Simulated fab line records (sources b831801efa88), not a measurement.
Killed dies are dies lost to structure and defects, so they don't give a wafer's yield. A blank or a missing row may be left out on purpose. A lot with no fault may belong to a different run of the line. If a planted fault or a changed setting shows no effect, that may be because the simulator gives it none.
One fault through the eyes of 2 desks / flow gf180mcu / every desk sees just its own numbers, and what lay behind them comes last

## AT THE METROLOGY DESK
What the gauges read, lot by lot, whatever tool the lot ran on: means of the sampled wafers that have a number. If a lot's mean is further than 4 standard deviations from the usual mean, the lot is out of limits and carries the mark OUT (the distance appears in the brackets).
Columns: A = V4_OVL at GF_V4_OVL_MEAS_15, usual -1 nm
lot=L937; first seen here=day 24 10:22; A=5
lot=L938; first seen here=day 24 23:56; A=2
lot=L939; first seen here=day 25 05:11; A=0
lot=L941; first seen here=day 26 00:13; A=-8
lot=L943; first seen here=day 26 17:05; A=0
lot=L944; first seen here=day 26 22:32; A=-6
lot=L945; first seen here=day 27 02:37; A=-3
lot=L946; first seen here=day 27 12:04; A=-15
lot=L948; first seen here=day 28 02:40; A=0
lot=L949; first seen here=day 28 07:22; A=-11
lot=L950; first seen here=day 28 21:08; A=2
lot=L953; first seen here=day 29 15:37; A=0
lot=L955; first seen here=day 30 05:17; A=4
This desk found nothing out of limits on any of the 13 lots.

## FOR THE TOOL OWNER'S DESK: cmp-02
The tool's own readings at GF_V5_CMP_04 (polishes SiO2): means of the sampled wafers that have a number, for each lot that ran on this tool. If a lot's mean is further than 4 standard deviations from the usual mean, the lot is out of limits and carries the mark OUT (the distance appears in the brackets).
Columns: A = motorCurrentA at GF_V5_CMP_04, usual 12.4 A
lot=L937; first seen here=day 26 08:32; A=13.2
lot=L938; first seen here=day 26 21:06; A=12.6
lot=L939; first seen here=day 27 01:38; A=12.9
lot=L941; first seen here=day 27 20:11; A=11.7
lot=L943; first seen here=day 28 13:23; A=12.0
lot=L948; first seen here=day 29 19:56; A=12.2
lot=L953; first seen here=day 31 07:58; A=11.2
lot=L955; first seen here=day 31 20:01; A=12.6
This desk found nothing out of limits on any of the 8 lots.

## PUT TOGETHER
Metrology desk: nothing out of limits seen.
The tool owner's desk saw nothing out of limits.

## WHAT THE SIMULATOR HAD INSERTED
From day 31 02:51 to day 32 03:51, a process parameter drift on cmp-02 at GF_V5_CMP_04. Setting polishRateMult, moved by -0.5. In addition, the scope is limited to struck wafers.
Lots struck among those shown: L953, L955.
